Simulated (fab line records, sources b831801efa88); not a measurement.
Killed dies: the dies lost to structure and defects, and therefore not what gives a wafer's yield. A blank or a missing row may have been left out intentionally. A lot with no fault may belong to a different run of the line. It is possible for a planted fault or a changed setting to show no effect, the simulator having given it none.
2 desks, one fault / flow gf180mcu / what lay behind the numbers comes last; until then each desk has only its own

## METROLOGY DESK
What the gauges read for every lot (on any tool): the sampled wafers with a number, averaged. Marked OUT: a lot whose mean sits more than 4 standard deviations from the usual mean, which makes it out of limits; the brackets give that distance.
Columns: A = cd nm at GF_HV_LDD_CD_MEAS_46, usual 399.8 nm; B = NSD_RS at GF_PSD_RS_MEAS_14, usual 46.09 ohm/sq; C = PSD_RS at GF_PSD_RS_MEAS_15, usual 108.48 ohm/sq
lot=L792; first seen here=day 12 12:06; A=398.8; B=46.11; C=108.60
lot=L796; first seen here=day 13 17:53; A=399.6; B=46.16; C=108.33
lot=L797; first seen here=day 14 03:31; A=399.5; B=45.98; C=108.42
lot=L799; first seen here=day 14 19:41; A=400.5; B=48.61 (+31) OUT; C=120.96 (+54) OUT
lot=L800; first seen here=day 15 07:08; A=398.1; B=46.09; C=108.29
lot=L801; first seen here=day 15 12:32; A=399.8; B=48.56 (+31) OUT; C=121.15 (+55) OUT
lot=L802; first seen here=day 15 21:39; A=399.6; B=48.52 (+30) OUT; C=121.10 (+55) OUT
lot=L808; first seen here=day 17 19:05; A=400.1; B=45.98; C=108.41
lot=L811; first seen here=day 18 21:47; A=399.5; B=46.09; C=108.54
lot=L812; first seen here=day 19 07:09; A=399.8; B=46.10; C=108.70
lot=L814; first seen here=day 19 22:31; A=399.7; B=46.03; C=108.70
lot=L815; first seen here=day 20 03:42; A=401.2; B=46.02; C=108.09
This desk finds L799, L801, L802 out of limits, with the earliest case on L799 at day 16 19:35 (NSD_RS at GF_PSD_RS_MEAS_14). L792, L796, L797, L800, L808, L811, L812, L814, L815 stayed within limits.

## THE TOOL OWNER'S DESK: rtp anneal-01
At GF_PSD_RTA_13 (time 20 s), the tool's own readings, given per lot that ran on this tool as the mean of the sampled wafers with a number. Marked OUT: a lot whose mean sits more than 4 standard deviations from the usual mean, which makes it out of limits; the brackets give that distance.
Columns: A = chamber o2 ppm at GF_PSD_RTA_13, usual 1.999; B = lamp power pct at GF_PSD_RTA_13, usual 36.8 %; C = wafer_temp_C_max at GF_PSD_RTA_13, usual 1028.1
lot=L796; first seen here=day 15 17:33; A=1.987; B=34.2; C=1028.0
lot=L799; first seen here=day 16 19:30; A=1.984; B=32.5; C=1009.0 (-29) OUT
lot=L801; first seen here=day 17 13:44; A=1.982; B=32.5; C=1009.4 (-28) OUT
lot=L802; first seen here=day 17 22:06; A=2.040; B=32.5; C=1009.7 (-27) OUT
lot=L811; first seen here=day 21 03:39; A=2.018; B=34.2; C=1027.3
lot=L812; first seen here=day 21 12:40; A=2.004; B=34.2; C=1026.9
lot=L814; first seen here=day 22 02:14; A=1.991; B=34.2; C=1028.1
This desk's verdict: out of limits on L799, L801, L802, starting with L799 at day 16 19:30 (wafer_temp_C_max at GF_PSD_RTA_13). L796, L811, L812, L814 stayed within limits.

## TAKEN TOGETHER
On L799, L801, L802, at day 16 19:30, an alarm was possible from the tool owner's desk.
On L799, L801, L802, the metrology desk was in a position to raise an alarm at day 16 19:35.
Of the lots named, all ran GF_PSD_RTA_13 on rtp anneal-01.

## WHAT WAS PUT IN BY THE SIMULATOR
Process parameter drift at GF_PSD_RTA_13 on rtp anneal-01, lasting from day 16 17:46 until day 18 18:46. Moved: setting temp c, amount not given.
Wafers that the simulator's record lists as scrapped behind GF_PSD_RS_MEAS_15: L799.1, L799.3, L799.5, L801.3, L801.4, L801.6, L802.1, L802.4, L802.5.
Shown lots that were struck: L799, L801, L802.
Time in hours from fault onset to the first out-of-limits reading at each desk: tool owner's desk 2, metrology desk 2.
